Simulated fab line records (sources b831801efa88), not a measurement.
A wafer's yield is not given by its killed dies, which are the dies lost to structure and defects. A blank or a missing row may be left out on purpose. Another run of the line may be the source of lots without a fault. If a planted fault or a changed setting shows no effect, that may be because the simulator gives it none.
Problem report in the 8D (eight disciplines) form, filled by code / flow sky130 / the parts of the form that need people (team, actions taken, sign-off) are left out

## 1. THE PROBLEM
At SKY_FIELD_ISO_CMP_27, time_to_endpoint_s averages 230 s over 2 wafers from 2 lots, while fault-free wafers read 114 s, standard deviation 3.5. That puts it +33 standard deviations away from the usual mean.
The step: polishes, stops on Si3N4, t overpolish 16 s, target thk 457.8 nm.
First observed at day 6 07:02: wafer L523.3, on cmp-01. Wafers with a number at this step in the record: 18, from 6 lots. The rule behind "out" and "out of limits": a value lying over 4 standard deviations away from the usual mean. The rest of the wafers with a number are treated as sound.

## 2. WHAT IT IS, WHAT IT ISN'T
question=which readings at this step | is=time_to_endpoint_s | is not=motor_current_A, overpolish_run_s
question=which lots | is=L523, L525 | is not=L510, L513, L515, L527
question=which wafers of those lots | is=L523.3, L525.4 | is not=L523.1, L523.2, L525.1, L525.2
question=read on which tools | is=cmp-01 | is not=cmp-02
question=when | is=from day 6 07:02 | is not=up to then (11 sound wafers); but 5 sound wafers of L525, L527 came after

## 3. WHAT RULES OUT EACH SUSPECT
Counting: any tool at a process step up to the reading remains a suspect provided it ran every lot that is out. Sound lots after the first of them don't rule it out here, since some wafers of a struck lot are sound.
- cmp-01 at SKY_FIELD_ISO_CMP_27 (polishes, stops on Si3N4, t overpolish 16 s, target thk 457.8 nm): kept. It processed each lot that is out (first: L523, day 6 07:02); up to then, its last sound lot is L515 (day 4 16:00). On those wafers its own readings are out: time_to_endpoint_s.
- cmp-01, SKY_FIELD_ISO_CMP_27: wafers that are out in chamber 2, sound lot-mates in chambers 0, 3.
Remaining after the count: cmp-01 at SKY_FIELD_ISO_CMP_27.

## 4. THE CAUSE (what the simulator had put in)
cmp-01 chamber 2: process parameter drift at SKY_FIELD_ISO_CMP_27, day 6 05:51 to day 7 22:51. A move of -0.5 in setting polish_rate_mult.
After counting, this tool was the only one left.

## 5. THE EFFECT CHAIN, in route order
Rows list readings where the struck wafers' mean (over those with a number) sits beyond 3 standard deviations from the usual. Only readings for which the record gives a usual standard deviation are gone through. hours: the time from each lot's start at the first step in this table that gives one to its start at this step, as a median over the lots. sigmas: the change in usual standard deviations.
hours=0; step=SKY_FIELD_ISO_CMP_27; reading=time_to_endpoint_s; usual=114 s; on struck wafers=230; change=+116; sigmas=+33
It contains these process steps:
- SKY_FIELD_ISO_CMP_27: polishes, stops on Si3N4, t overpolish 16 s, target thk 457.8 nm.

## 6. HOW IT WOULD HAVE BEEN CAUGHT EARLIER
In this record the first reading out of limits was taken at day 6 07:02, 1 hour after the fault began at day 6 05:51.
